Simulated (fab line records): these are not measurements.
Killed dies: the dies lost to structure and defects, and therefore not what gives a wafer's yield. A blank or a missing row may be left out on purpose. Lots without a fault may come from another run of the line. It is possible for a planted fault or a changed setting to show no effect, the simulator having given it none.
fab line records :: flow gf180mcu :: part 2 of 2: steps 27 to 36 of 36
[record]
  lots = 5
  wafers = 15
  last_day = 32
route steps=602 shown M3@416 V3@429
lots that met no fault: taken from a fault-free run of the same line
start_h: the number of hours between the record's first day and the start of the first shown wafer of the lot :: wait_h: hours since the lot's step before :: " same as the row above :: L1.1+2: several wafers, shown together as one row :: - no value present, or no start provided :: * or withheld: withheld :: < > ~ a bound
route shown NAME@n: a module of which the file shows steps, and the number in the route of the first :: usual: mean/standard deviation taken from wafers without a fault :: same: alike in all rows :: chamber/n: place in a boat :: sites: the reading at each site :: _std_site: how widely they spread, as a standard deviation :: _edge_site: mean of outer sites minus mean of inner sites :: radius_mm: for every site, how far away it sits from the centre of the wafer :: mask NAME#n: copy n :: behind: the most recent tool/chamber to have shaped the wafer :: hold: cause of the lot's hold/its duration in hours/its outcome :: device: which transistor (n, p or np) failed to switch :: end of line: tests of these same wafers at the route's end :: a step without rows: its recipe alone :: killed: dies lost to structure and defects at the first sort, not the wafer's yield :: map: a wafer's dies, marking killed ones x, the rest . and places with no die _
set.NAME: the setting the step ran with; set.NAME@STEP: the setting that earlier step ran with :: model.NAME: the simulator's own value behind a step, which no gauge read
lots at some steps of the route; a table a step, a row a wafer
services: the hour from which a tool's chamber was out of use, counted from the record's first day as start_h (under 0 if before that day), plus the number of hours and why
[[steps]]
[step GF_V3_DEVELOP_13]
[recipe]
  develop_time_s = 60
  resist = KrF
  dev_temp_c = 21
[usual]
  chill_plate_temp_C = 23.03/0.11
lot.wafer: L074.1
tool: litho_track-04
chamber: 0
start_h: 521.62
wait_h: 0.2
chill_plate_temp_C: 22.88

lot.wafer: L074.2
tool: litho_track-04
chamber: 0
start_h: 521.62
wait_h: 0.2
chill_plate_temp_C: 23.09

lot.wafer: L074.6
tool: litho_track-04
chamber: 0
start_h: 521.62
wait_h: 0.2
chill_plate_temp_C: 22.91

lot.wafer: L076.3
tool: litho_track-03
chamber: 0
start_h: 542.93
wait_h: 0.1
chill_plate_temp_C: 23.10

lot.wafer: L076.4
tool: litho_track-03
chamber: 0
start_h: 542.93
wait_h: 0.1
chill_plate_temp_C: 23.02

lot.wafer: L076.5
tool: litho_track-03
chamber: 0
start_h: 542.93
wait_h: 0.1
chill_plate_temp_C: 23.06

lot.wafer: L081.1
tool: litho_track-03
chamber: 0
start_h: 570.48
wait_h: 0.2
chill_plate_temp_C: 23.22

lot.wafer: L081.2
tool: litho_track-03
chamber: 0
start_h: 570.48
wait_h: 0.2
chill_plate_temp_C: 23.10

lot.wafer: L081.5
tool: litho_track-03
chamber: 0
start_h: 570.48
wait_h: 0.2
chill_plate_temp_C: 23.11

lot.wafer: L083.2
tool: litho_track-04
chamber: 0
start_h: 587.84
wait_h: 0.2
chill_plate_temp_C: 23.15

lot.wafer: L083.4
tool: litho_track-04
chamber: 0
start_h: 587.84
wait_h: 0.2
chill_plate_temp_C: 23.02

lot.wafer: L083.5
tool: litho_track-04
chamber: 0
start_h: 587.84
wait_h: 0.2
chill_plate_temp_C: 23.32

lot.wafer: L089.3
tool: litho_track-02
chamber: 0
start_h: 633.25
wait_h: 0.1
chill_plate_temp_C: 23.03

lot.wafer: L089.4
tool: litho_track-02
chamber: 0
start_h: 633.25
wait_h: 0.1
chill_plate_temp_C: 23.00

lot.wafer: L089.6
tool: litho_track-02
chamber: 0
start_h: 633.25
wait_h: 0.1
chill_plate_temp_C: 23.01
[step GF_V3_CD_MEAS_14]
[recipe]
  target_cd_nm = 260
[usual]
  cd_nm = 260.3/1.2
lot.wafer: L074.1
tool: cd_sem-02
chamber: -
start_h: 521.77
wait_h: 0.1
cd_nm: 261.2

lot.wafer: L074.2
tool: cd_sem-02
chamber: -
start_h: 521.77
wait_h: 0.1
cd_nm: 260.9

lot.wafer: L074.6
tool: cd_sem-02
chamber: -
start_h: 521.77
wait_h: 0.1
cd_nm: 261.3

lot.wafer: L076.3
tool: cd_sem-01
chamber: -
start_h: 543.07
wait_h: 0.1
cd_nm: 259.7

lot.wafer: L076.4
tool: cd_sem-01
chamber: -
start_h: 543.07
wait_h: 0.1
cd_nm: 260.1

lot.wafer: L076.5
tool: cd_sem-01
chamber: -
start_h: 543.07
wait_h: 0.1
cd_nm: 260.0

lot.wafer: L081.1
tool: cd_sem-01
chamber: -
start_h: 570.63
wait_h: 0.1
cd_nm: 260.4

lot.wafer: L081.2
tool: cd_sem-01
chamber: -
start_h: 570.63
wait_h: 0.1
cd_nm: 259.7

lot.wafer: L081.5
tool: cd_sem-01
chamber: -
start_h: 570.63
wait_h: 0.1
cd_nm: 258.8

lot.wafer: L083.2
tool: cd_sem-01
chamber: -
start_h: 587.99
wait_h: 0.1
cd_nm: 257.7

lot.wafer: L083.4
tool: cd_sem-01
chamber: -
start_h: 587.99
wait_h: 0.1
cd_nm: 258.9

lot.wafer: L083.5
tool: cd_sem-01
chamber: -
start_h: 587.99
wait_h: 0.1
cd_nm: 257.3

lot.wafer: L089.3
tool: cd_sem-01
chamber: -
start_h: 633.39
wait_h: 0.1
cd_nm: 259.8

lot.wafer: L089.4
tool: cd_sem-01
chamber: -
start_h: 633.39
wait_h: 0.1
cd_nm: 260.5

lot.wafer: L089.6
tool: cd_sem-01
chamber: -
start_h: 633.39
wait_h: 0.1
cd_nm: 259.8
[step GF_V3_OVL_MEAS_15]
[usual]
  V3_OVL = 2/5.1
lot.wafer: L074.1
tool: overlay-01
chamber: -
start_h: 521.89
wait_h: 0.1
V3_OVL[nm]: 6

lot.wafer: L074.2
tool: overlay-01
chamber: -
start_h: 521.89
wait_h: 0.1
V3_OVL[nm]: 5

lot.wafer: L074.6
tool: overlay-01
chamber: -
start_h: 521.89
wait_h: 0.1
V3_OVL[nm]: 7

lot.wafer: L076.3
tool: overlay-01
chamber: -
start_h: 543.16
wait_h: 0.1
V3_OVL[nm]: 8

lot.wafer: L076.4
tool: overlay-01
chamber: -
start_h: 543.16
wait_h: 0.1
V3_OVL[nm]: -2

lot.wafer: L076.5
tool: overlay-01
chamber: -
start_h: 543.16
wait_h: 0.1
V3_OVL[nm]: 12

lot.wafer: L081.1
tool: overlay-01
chamber: -
start_h: 570.75
wait_h: 0.1
V3_OVL[nm]: 3

lot.wafer: L081.2
tool: overlay-01
chamber: -
start_h: 570.75
wait_h: 0.1
V3_OVL[nm]: 3

lot.wafer: L081.5
tool: overlay-01
chamber: -
start_h: 570.75
wait_h: 0.1
V3_OVL[nm]: 6

lot.wafer: L083.2
tool: overlay-01
chamber: -
start_h: 588.09
wait_h: 0.1
V3_OVL[nm]: 0

lot.wafer: L083.4
tool: overlay-01
chamber: -
start_h: 588.09
wait_h: 0.1
V3_OVL[nm]: -3

lot.wafer: L083.5
tool: overlay-01
chamber: -
start_h: 588.09
wait_h: 0.1
V3_OVL[nm]: 1

lot.wafer: L089.3
tool: overlay-01
chamber: -
start_h: 633.48
wait_h: 0.1
V3_OVL[nm]: 2

lot.wafer: L089.4
tool: overlay-01
chamber: -
start_h: 633.48
wait_h: 0.1
V3_OVL[nm]: 3

lot.wafer: L089.6
tool: overlay-01
chamber: -
start_h: 633.48
wait_h: 0.1
V3_OVL[nm]: 6
[step GF_V3_ETCH_16]
[recipe]
  chemistry = N2/H2
  target_depth_a = withheld
  overetch_a = withheld
  time_s = withheld
  target = BARC
  ion_energy_ev = 200
  source_w = 500
  bias_w = 100
  pressure_mtorr = 30
  n2_flow_sccm = 100
  h2_flow_sccm = 200
[usual]
  drypump_motor_current_A = 5.7/0.36
  oes_product_au = 0.855/0.0051
  throttle_valve_pct = 13.224/0.0088
lot.wafer: L074.1
tool: rie_diel-01
chamber: 0
start_h: 521.92
wait_h: 0.0
drypump_motor_current_A: 5.6
oes_product_au: 0.845
throttle_valve_pct: 13.215

lot.wafer: L074.2
tool: rie_diel-01
chamber: 3
start_h: 521.92
wait_h: 0.0
drypump_motor_current_A: 5.2
oes_product_au: 0.860
throttle_valve_pct: 13.227

lot.wafer: L074.6
tool: rie_diel-01
chamber: 3
start_h: 521.92
wait_h: 0.0
drypump_motor_current_A: 5.2
oes_product_au: 0.860
throttle_valve_pct: 13.214

lot.wafer: L076.3
tool: rie_diel-02
chamber: 2
start_h: 543.19
wait_h: 0.0
drypump_motor_current_A: 5.2
oes_product_au: 0.861
throttle_valve_pct: 13.235

lot.wafer: L076.4
tool: rie_diel-02
chamber: 1
start_h: 543.19
wait_h: 0.0
drypump_motor_current_A: 5.7
oes_product_au: 0.849
throttle_valve_pct: 13.232

lot.wafer: L076.5
tool: rie_diel-02
chamber: 0
start_h: 543.19
wait_h: 0.0
drypump_motor_current_A: 6.1
oes_product_au: 0.853
throttle_valve_pct: 13.223

lot.wafer: L081.1
tool: rie_diel-02
chamber: 0
start_h: 570.79
wait_h: 0.0
drypump_motor_current_A: 6.1
oes_product_au: 0.858
throttle_valve_pct: 13.222

lot.wafer: L081.2
tool: rie_diel-02
chamber: 2
start_h: 570.79
wait_h: 0.0
drypump_motor_current_A: 5.1
oes_product_au: 0.853
throttle_valve_pct: 13.232

lot.wafer: L081.5
tool: rie_diel-02
chamber: 0
start_h: 570.79
wait_h: 0.0
drypump_motor_current_A: 6.1
oes_product_au: 0.855
throttle_valve_pct: 13.224

lot.wafer: L083.2
tool: rie_diel-01
chamber: 1
start_h: 588.12
wait_h: 0.0
drypump_motor_current_A: 5.5
oes_product_au: 0.858
throttle_valve_pct: 13.223

lot.wafer: L083.4
tool: rie_diel-01
chamber: 3
start_h: 588.12
wait_h: 0.0
drypump_motor_current_A: 5.2
oes_product_au: 0.855
throttle_valve_pct: 13.223

lot.wafer: L083.5
tool: rie_diel-01
chamber: 1
start_h: 588.12
wait_h: 0.0
drypump_motor_current_A: 5.5
oes_product_au: 0.846
throttle_valve_pct: 13.214

lot.wafer: L089.3
tool: rie_diel-04
chamber: 2
start_h: 633.51
wait_h: 0.0
drypump_motor_current_A: 6.3
oes_product_au: 0.853
throttle_valve_pct: 13.233

lot.wafer: L089.4
tool: rie_diel-04
chamber: 0
start_h: 633.51
wait_h: 0.0
drypump_motor_current_A: 5.7
oes_product_au: 0.856
throttle_valve_pct: 13.239

lot.wafer: L089.6
tool: rie_diel-04
chamber: 1
start_h: 633.51
wait_h: 0.0
drypump_motor_current_A: 6.3
oes_product_au: 0.853
throttle_valve_pct: 13.221
[step GF_V3_ETCH_17]
[recipe]
  chemistry = C4F8/O2/Ar
  mask_material = KrF
  target = SiO2
  stop_on = TiN
  source_w = 1500
  bias_w = 1200
  pressure_mtorr = 40
  c4f8_flow_sccm = withheld
  O2_flow_sccm = 6
  Ar_flow_sccm = 300
  time_s = withheld
  target_depth_a = 6350
[usual]
  oes_product_au = 0.857/0.0048
lot.wafer: L074.1
tool: rie_diel-01
chamber: 0
start_h: -
wait_h: -
oes_product_au: 0.863

lot.wafer: L074.2
tool: rie_diel-01
chamber: 3
start_h: -
wait_h: -
oes_product_au: 0.856

lot.wafer: L074.6
tool: rie_diel-01
chamber: 3
start_h: -
wait_h: -
oes_product_au: 0.863

lot.wafer: L076.3
tool: rie_diel-02
chamber: 2
start_h: -
wait_h: -
oes_product_au: 0.859

lot.wafer: L076.4
tool: rie_diel-02
chamber: 1
start_h: -
wait_h: -
oes_product_au: 0.852

lot.wafer: L076.5
tool: rie_diel-02
chamber: 0
start_h: -
wait_h: -
oes_product_au: 0.854

lot.wafer: L081.1
tool: rie_diel-02
chamber: 0
start_h: -
wait_h: -
oes_product_au: 0.857

lot.wafer: L081.2
tool: rie_diel-02
chamber: 2
start_h: -
wait_h: -
oes_product_au: 0.848

lot.wafer: L081.5
tool: rie_diel-02
chamber: 0
start_h: -
wait_h: -
oes_product_au: 0.850

lot.wafer: L083.2
tool: rie_diel-01
chamber: 1
start_h: -
wait_h: -
oes_product_au: 0.853

lot.wafer: L083.4
tool: rie_diel-01
chamber: 3
start_h: -
wait_h: -
oes_product_au: 0.859

lot.wafer: L083.5
tool: rie_diel-01
chamber: 1
start_h: -
wait_h: -
oes_product_au: 0.864

lot.wafer: L089.3
tool: rie_diel-04
chamber: 2
start_h: -
wait_h: -
oes_product_au: 0.858

lot.wafer: L089.4
tool: rie_diel-04
chamber: 0
start_h: -
wait_h: -
oes_product_au: 0.856

lot.wafer: L089.6
tool: rie_diel-04
chamber: 1
start_h: -
wait_h: -
oes_product_au: 0.850
[step GF_V3_STRIP_18]
[recipe]
  chemistry = O2/N2
  power_w = 1400
  pressure_mtorr = 1500
  platen_temp_c = 250
  o2_flow_sccm = 3000
  n2_flow_sccm = 300
  overash_fraction = 0.5
[usual]
  drypump_motor_current_A = 5.7/0.49
  heater_power_w = 350/46
  oes_product_au = 0.592/0.0048
lot.wafer: L074.1
tool: plasma_asher-02
chamber: 1
start_h: 522.05
wait_h: -
drypump_motor_current_A: 6.3
heater_power_w: 335
oes_product_au: 0.585
rf_hours_counter_h: 76

lot.wafer: L074.2
tool: plasma_asher-02
chamber: 0
start_h: 522.05
wait_h: -
drypump_motor_current_A: 5.1
heater_power_w: 318
oes_product_au: 0.599
rf_hours_counter_h: 76

lot.wafer: L074.6
tool: plasma_asher-02
chamber: 0
start_h: 522.05
wait_h: -
drypump_motor_current_A: 5.1
heater_power_w: 307
oes_product_au: 0.594
rf_hours_counter_h: -

lot.wafer: L076.3
tool: plasma_asher-02
chamber: 0
start_h: 543.35
wait_h: -
drypump_motor_current_A: 5.1
heater_power_w: 309
oes_product_au: 0.594
rf_hours_counter_h: -

lot.wafer: L076.4
tool: plasma_asher-02
chamber: 1
start_h: 543.35
wait_h: -
drypump_motor_current_A: 6.3
heater_power_w: 337
oes_product_au: 0.595
rf_hours_counter_h: -

lot.wafer: L076.5
tool: plasma_asher-02
chamber: 1
start_h: 543.35
wait_h: -
drypump_motor_current_A: 6.3
heater_power_w: 337
oes_product_au: 0.587
rf_hours_counter_h: -

lot.wafer: L081.1
tool: plasma_asher-03
chamber: 1
start_h: 570.92
wait_h: -
drypump_motor_current_A: 6.1
heater_power_w: 417
oes_product_au: 0.587
rf_hours_counter_h: 15

lot.wafer: L081.2
tool: plasma_asher-03
chamber: 0
start_h: 570.92
wait_h: -
drypump_motor_current_A: 5.5
heater_power_w: 288
oes_product_au: 0.600
rf_hours_counter_h: 15

lot.wafer: L081.5
tool: plasma_asher-03
chamber: 0
start_h: 570.92
wait_h: -
drypump_motor_current_A: 5.4
heater_power_w: 284
oes_product_au: 0.592
rf_hours_counter_h: -

lot.wafer: L083.2
tool: plasma_asher-04
chamber: 1
start_h: 588.25
wait_h: -
drypump_motor_current_A: 6.2
heater_power_w: 350
oes_product_au: 0.591
rf_hours_counter_h: 46

lot.wafer: L083.4
tool: plasma_asher-04
chamber: 0
start_h: 588.25
wait_h: -
drypump_motor_current_A: 5.4
heater_power_w: 421
oes_product_au: 0.592
rf_hours_counter_h: -

lot.wafer: L083.5
tool: plasma_asher-04
chamber: 0
start_h: 588.25
wait_h: -
drypump_motor_current_A: 5.4
heater_power_w: 423
oes_product_au: 0.598
rf_hours_counter_h: -

lot.wafer: L089.3
tool: plasma_asher-03
chamber: 1
start_h: 633.67
wait_h: -
drypump_motor_current_A: 6.1
heater_power_w: 423
oes_product_au: 0.599
rf_hours_counter_h: -

lot.wafer: L089.4
tool: plasma_asher-03
chamber: 0
start_h: 633.67
wait_h: -
drypump_motor_current_A: 5.5
heater_power_w: 285
oes_product_au: 0.593
rf_hours_counter_h: -

lot.wafer: L089.6
tool: plasma_asher-03
chamber: 0
start_h: 633.67
wait_h: -
drypump_motor_current_A: 5.4
heater_power_w: 291
oes_product_au: 0.592
rf_hours_counter_h: -
[step GF_V3_STRIP_19]
[recipe]
  chemistry = post_etch_residue_remover
  time_s = 1200
  temp_c = 72.5
lot.wafer: L074.1+2+6
tool: wet_bench-02
chamber: 1
start_h: 522.15
wait_h: 0.1

lot.wafer: L076.3+4+5
tool: wet_bench-02
chamber: 0
start_h: 543.42
wait_h: 0.0

lot.wafer: L081.1+2+5
tool: wet_bench-01
chamber: 1
start_h: 571.02
wait_h: 0.1

lot.wafer: L083.2+4+5
tool: wet_bench-01
chamber: 0
start_h: 588.35
wait_h: 0.1

lot.wafer: L089.3+4+6
tool: wet_bench-01
chamber: 2
start_h: 633.74
wait_h: 0.0
[step GF_V3_CLEAN_20]
[recipe]
  chemistry = DIW
  dry = n2_spin
lot.wafer: L074.1+2+6
tool: wet_bench-04
chamber: 3
start_h: 522.49
wait_h: 0.0

lot.wafer: L076.3+4+5
tool: wet_bench-01
chamber: 1
start_h: 543.82
wait_h: 0.0

lot.wafer: L081.1+2+5
tool: wet_bench-04
chamber: 0
start_h: 571.36
wait_h: 0.0

lot.wafer: L083.2+4+5
tool: wet_bench-04
chamber: 0
start_h: 588.69
wait_h: 0.0

lot.wafer: L089.3+4+6
tool: wet_bench-02
chamber: 1
start_h: 634.08
wait_h: 0.0
[step GF_V3_SPUTTER_21]
[recipe]
  material = Ti
  target_thk_nm = 15
  chamber_pressure_pa = 5
  power_w = 2500
  substrate_temp_c = 200
  time_s = 80.02
[usual]
  throttle_valve_pct = 29.2/1.4
lot.wafer: L074.1
tool: pvd_sputter-03
chamber: -
start_h: 522.59
wait_h: 0.0
throttle_valve_pct: 30.3

lot.wafer: L074.2
tool: pvd_sputter-03
chamber: -
start_h: 522.59
wait_h: 0.0
throttle_valve_pct: 31.2

lot.wafer: L074.6
tool: pvd_sputter-03
chamber: -
start_h: 522.59
wait_h: 0.0
throttle_valve_pct: 30.5

lot.wafer: L076.3
tool: pvd_sputter-01
chamber: -
start_h: 543.91
wait_h: 0.0
throttle_valve_pct: 25.9

lot.wafer: L076.4
tool: pvd_sputter-01
chamber: -
start_h: 543.91
wait_h: 0.0
throttle_valve_pct: 29.2

lot.wafer: L076.5
tool: pvd_sputter-01
chamber: -
start_h: 543.91
wait_h: 0.0
throttle_valve_pct: 29.4

lot.wafer: L081.1
tool: pvd_sputter-03
chamber: -
start_h: 571.46
wait_h: 0.0
throttle_valve_pct: 28.3

lot.wafer: L081.2
tool: pvd_sputter-03
chamber: -
start_h: 571.46
wait_h: 0.0
throttle_valve_pct: 31.4

lot.wafer: L081.5
tool: pvd_sputter-03
chamber: -
start_h: 571.46
wait_h: 0.0
throttle_valve_pct: 31.4

lot.wafer: L083.2
tool: pvd_sputter-01
chamber: -
start_h: 588.79
wait_h: 0.0
throttle_valve_pct: 29.5

lot.wafer: L083.4
tool: pvd_sputter-01
chamber: -
start_h: 588.79
wait_h: 0.0
throttle_valve_pct: 30.0

lot.wafer: L083.5
tool: pvd_sputter-01
chamber: -
start_h: 588.79
wait_h: 0.0
throttle_valve_pct: 26.3

lot.wafer: L089.3
tool: pvd_sputter-03
chamber: -
start_h: 634.17
wait_h: 0.0
throttle_valve_pct: 28.2

lot.wafer: L089.4
tool: pvd_sputter-03
chamber: -
start_h: 634.17
wait_h: 0.0
throttle_valve_pct: 30.5

lot.wafer: L089.6
tool: pvd_sputter-03
chamber: -
start_h: 634.17
wait_h: 0.0
throttle_valve_pct: 30.5
[step GF_V3_SPUTTER_22]
[recipe]
  material = TiN
  target_thk_nm = 10
  chamber_pressure_pa = 5
  power_w = 4000
  time_s = 40
[usual]
  throttle_valve_pct = 29.2/1.4
lot.wafer: L074.1
tool: pvd_sputter-03
chamber: -
start_h: 522.66
wait_h: 0.0
throttle_valve_pct: 30.2

lot.wafer: L074.2
tool: pvd_sputter-03
chamber: -
start_h: 522.66
wait_h: 0.0
throttle_valve_pct: 31.2

lot.wafer: L074.6
tool: pvd_sputter-03
chamber: -
start_h: 522.66
wait_h: 0.0
throttle_valve_pct: 30.3

lot.wafer: L076.3
tool: pvd_sputter-01
chamber: -
start_h: 543.98
wait_h: 0.0
throttle_valve_pct: 26.0

lot.wafer: L076.4
tool: pvd_sputter-01
chamber: -
start_h: 543.98
wait_h: 0.0
throttle_valve_pct: 29.2

lot.wafer: L076.5
tool: pvd_sputter-01
chamber: -
start_h: 543.98
wait_h: 0.0
throttle_valve_pct: 29.4

lot.wafer: L081.1
tool: pvd_sputter-03
chamber: -
start_h: 571.52
wait_h: 0.0
throttle_valve_pct: 28.4

lot.wafer: L081.2
tool: pvd_sputter-03
chamber: -
start_h: 571.52
wait_h: 0.0
throttle_valve_pct: 31.4

lot.wafer: L081.5
tool: pvd_sputter-03
chamber: -
start_h: 571.52
wait_h: 0.0
throttle_valve_pct: 31.3

lot.wafer: L083.2
tool: pvd_sputter-01
chamber: -
start_h: 588.85
wait_h: 0.0
throttle_valve_pct: 29.2

lot.wafer: L083.4
tool: pvd_sputter-01
chamber: -
start_h: 588.85
wait_h: 0.0
throttle_valve_pct: 30.4

lot.wafer: L083.5
tool: pvd_sputter-01
chamber: -
start_h: 588.85
wait_h: 0.0
throttle_valve_pct: 26.2

lot.wafer: L089.3
tool: pvd_sputter-03
chamber: -
start_h: 634.23
wait_h: 0.0
throttle_valve_pct: 28.3

lot.wafer: L089.4
tool: pvd_sputter-03
chamber: -
start_h: 634.23
wait_h: 0.0
throttle_valve_pct: 30.4

lot.wafer: L089.6
tool: pvd_sputter-03
chamber: -
start_h: 634.23
wait_h: 0.0
throttle_valve_pct: 30.2
[[services]]
tool: rie_diel-01
chamber: 3
start_h: 466.82
hours: 4.1
kind: repair

tool: pvd_sputter-03
chamber: -
start_h: 469.78
hours: 6.0
kind: repair

tool: krf_scanner-01
chamber: -
start_h: 474.02
hours: 0.8
kind: pm

tool: krf_scanner-01
chamber: -
start_h: 482.70
hours: 4.0
kind: pm

tool: krf_scanner-02
chamber: -
start_h: 484.41
hours: 0.2
kind: repair

tool: krf_scanner-01
chamber: -
start_h: 486.73
hours: 4.4
kind: pm

tool: plasma_asher-04
chamber: -
start_h: 490.80
hours: 10.3
kind: repair

tool: plasma_asher-03
chamber: -
start_h: 491.11
hours: 1.9
kind: repair

tool: rie_diel-01
chamber: 2
start_h: 499.27
hours: 9.0
kind: repair

tool: rie_diel-02
chamber: 1
start_h: 504.62
hours: 8.6
kind: repair

tool: rie_diel-01
chamber: 3
start_h: 526.64
hours: 4.1
kind: repair

tool: rie_diel-01
chamber: -
start_h: 527.33
hours: 0.4
kind: repair

tool: pvd_sputter-01
chamber: -
start_h: 548.28
hours: 1.2
kind: repair

tool: krf_scanner-01
chamber: -
start_h: 563.62
hours: 1.0
kind: pm

tool: wet_bench-03
chamber: -
start_h: 572.91
hours: 1.9
kind: pm

tool: rie_diel-02
chamber: 2
start_h: 576.51
hours: 5.1
kind: repair

tool: krf_scanner-02
chamber: -
start_h: 580.90
hours: 1.0
kind: pm

tool: krf_scanner-02
chamber: -
start_h: 581.90
hours: 0.8
kind: pm

tool: plasma_asher-03
chamber: -
start_h: 588.93
hours: 2.9
kind: repair

tool: rie_diel-01
chamber: -
start_h: 590.44
hours: 4.3
kind: pm

tool: pvd_sputter-03
chamber: -
start_h: 591.35
hours: 1.1
kind: repair

tool: krf_scanner-02
chamber: -
start_h: 594.25
hours: 1.3
kind: pm

tool: plasma_asher-03
chamber: -
start_h: 595.63
hours: 2.9
kind: repair

tool: krf_scanner-01
chamber: -
start_h: 615.54
hours: 1.3
kind: pm
